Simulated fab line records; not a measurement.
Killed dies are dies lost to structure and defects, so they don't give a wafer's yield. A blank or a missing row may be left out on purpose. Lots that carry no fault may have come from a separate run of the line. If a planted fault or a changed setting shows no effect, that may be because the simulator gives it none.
What tool caused it? -- flow gf180mcu -- 10 lots with 30 wafers sampled at 6 steps, on a route of 602 steps

## WHAT THE GAUGES SHOWED, per wafer
GF_V1_THK_MEAS_25: measures by xrf. Usual: V1_W_THK gives 352 nm (standard deviation 8.2).
lot,measured,on,V1_W_THK (nm),flag
L845,day 18 10:44,film metro-03,353 348 364,
L846,day 18 16:49,film metro-02,357 359 354,
L848,day 19 12:26,film metro-03,348 363 351,
L854,day 21 23:55,film metro-03,357 349 355,
L861,day 24 17:41,film metro-03,365 349 367,
L862,day 25 00:52,film metro-03,340 354 351,
L863,day 25 15:00,film metro-02,346 360 349,
L864,day 25 15:43,film metro-03,362 347 348,
L866,day 26 07:35,film metro-04,339 336 345,
L867,day 26 10:25,film metro-03,361 345 360,

GF_M2_RS_MEAS_05: measurement is done with a four-point probe. Usual: M2_ALCU_RS gives 0.0696 ohm/sq (standard deviation 0.0007).
lot,measured,on,M2_ALCU_RS (ohm/sq),flag
L845,day 18 11:19,film metro-02,0.0696 0.0692 0.0701,
L846,day 18 17:24,film metro-02,0.0710 0.0708 0.0696,
L848,day 19 13:01,film metro-01,0.0700 0.0701 0.0705,
L854,day 22 00:29,film metro-04,0.0691 0.0856 0.0830,OFF
L861,day 24 18:18,film metro-02,0.0687 0.0697 0.0700,
L862,day 25 01:26,film metro-01,0.0698 0.0686 0.0694,
L863,day 25 15:35,film metro-01,0.0708 0.0711 0.0694,
L864,day 25 16:18,film metro-01,0.0700 0.0696 0.0689,
L866,day 26 08:10,film metro-04,0.0693 0.0698 0.0698,
L867,day 26 11:16,film metro-01,0.0699 0.0695 0.0695,

GF_M2_THK_MEAS_06: measures by xrf. Usual: M2_ALCU_THK gives 460 nm (standard deviation 5).
lot,measured,on,M2_ALCU_THK (nm),flag
L845,day 18 11:26,film metro-02,458 463 457,
L846,day 18 17:31,film metro-02,451 450 460,
L848,day 19 13:08,film metro-01,462 458 458,
L854,day 22 00:37,film metro-04,460 374 384,OFF
L861,day 24 18:25,film metro-02,464 458 459,
L862,day 25 01:34,film metro-01,461 470 464,
L863,day 25 15:42,film metro-01,457 452 466,
L864,day 25 16:25,film metro-01,460 463 468,
L866,day 26 08:17,film metro-04,458 458 456,
L867,day 26 11:23,film metro-01,459 462 463,

## WHICH TOOL RAN EACH LOT (tool, then ch and the chambers of the sampled wafers, then the start)
lot,GF_V1_SPUTTER_22,GF_M2_SPUTTER_02,GF_M2_SPUTTER_03
L845,"pvd sputter-04, day 18 10:27","pvd sputter-02, day 18 11:13","pvd sputter-02, day 18 11:14"
L846,"pvd sputter-04, day 18 16:33","pvd sputter-02, day 18 17:19","pvd sputter-02, day 18 17:20"
L848,"pvd sputter-04, day 19 12:08","pvd sputter-04, day 19 12:55","pvd sputter-04, day 19 12:56"
L854,"pvd sputter-01, day 21 23:38","pvd sputter-02, day 22 00:24","pvd sputter-02, day 22 00:26"
L861,"pvd sputter-01, day 24 17:25","pvd sputter-04, day 24 18:13","pvd sputter-04, day 24 18:14"
L862,"pvd sputter-04, day 25 00:35","pvd sputter-03, day 25 01:21","pvd sputter-03, day 25 01:23"
L863,"pvd sputter-01, day 25 14:44","pvd sputter-04, day 25 15:29","pvd sputter-04, day 25 15:31"
L864,"pvd sputter-02, day 25 15:27","pvd sputter-03, day 25 16:13","pvd sputter-03, day 25 16:14"
L866,"pvd sputter-01, day 26 07:19","pvd sputter-02, day 26 08:04","pvd sputter-02, day 26 08:06"
L867,"pvd sputter-04, day 26 10:08","pvd sputter-02, day 26 11:10","pvd sputter-02, day 26 11:11"
- GF_V1_SPUTTER_22: material TiN, target thk 10 nm, time 40 s.
- GF_M2_SPUTTER_02: material AlCu, target thk 450 nm, time 23.9 s.
- GF_M2_SPUTTER_03: material Ti, target thk 10 nm, time 6.7 s.

## WHAT THE TOOLS THEMSELVES READ (means of the sampled wafers that have a number; where no wafer has one, the mark that the record gives instead)
GF_V1_SPUTTER_22. Usual: 30.1 % for throttle valve pct, sd 0.85.
lot,tool,throttle valve pct (%),flag
L845,pvd sputter-04,30.1,
L846,pvd sputter-04,30.5,
L848,pvd sputter-04,29.9,
L854,pvd sputter-01,30.3,
L861,pvd sputter-01,29.8,
L862,pvd sputter-04,30.4,
L863,pvd sputter-01,30.0,
L864,pvd sputter-02,30.6,
L866,pvd sputter-01,30.0,
L867,pvd sputter-04,29.8,

GF_M2_SPUTTER_02. Usual: 30.1 % for throttle valve pct, sd 1.2.
lot,tool,throttle valve pct (%),flag
L845,pvd sputter-02,30.5,
L846,pvd sputter-02,30.4,
L848,pvd sputter-04,30.2,
L854,pvd sputter-02,30.8,
L861,pvd sputter-04,29.9,
L862,pvd sputter-03,30.0,
L863,pvd sputter-04,30.0,
L864,pvd sputter-03,28.6,
L866,pvd sputter-02,30.5,
L867,pvd sputter-02,30.8,

GF_M2_SPUTTER_03. Usual: 30.1 % for throttle valve pct, sd 1.2.
lot,tool,throttle valve pct (%),flag
L845,pvd sputter-02,30.6,
L846,pvd sputter-02,30.5,
L848,pvd sputter-04,30.1,
L854,pvd sputter-02,30.9,
L861,pvd sputter-04,29.9,
L862,pvd sputter-03,29.9,
L863,pvd sputter-04,29.8,
L864,pvd sputter-03,28.6,
L866,pvd sputter-02,30.5,
L867,pvd sputter-02,30.7,

## THE ANSWER, worked out from the rows above alone
Rule: take the mean of a lot's wafers that have a number; if it is more than 3 standard deviations from the usual mean, the lot is off. Also off: a lot with no number at a reading for which 4 or more lots have one. Any other lot the step has rows for is counted as sound. Order of review: gauges by route order, followed by the tools' own readings, for which a lot's mean as printed above is used. The first step at which some lot is off is used, and at that step the reading that is off furthest; a lot without a number counts as furthest.
Off: L854, seen at GF_M2_RS_MEAS_05 (M2_ALCU_RS).
If a tool, at a process step before that reading, ran all the lots that are off and no sound lot after the first of them, it fits. Those tools and the gauges at GF_M2_RS_MEAS_05 are tried in the same way. Of those tried, none fits.

## WHAT THE SIMULATOR HAD INSERTED
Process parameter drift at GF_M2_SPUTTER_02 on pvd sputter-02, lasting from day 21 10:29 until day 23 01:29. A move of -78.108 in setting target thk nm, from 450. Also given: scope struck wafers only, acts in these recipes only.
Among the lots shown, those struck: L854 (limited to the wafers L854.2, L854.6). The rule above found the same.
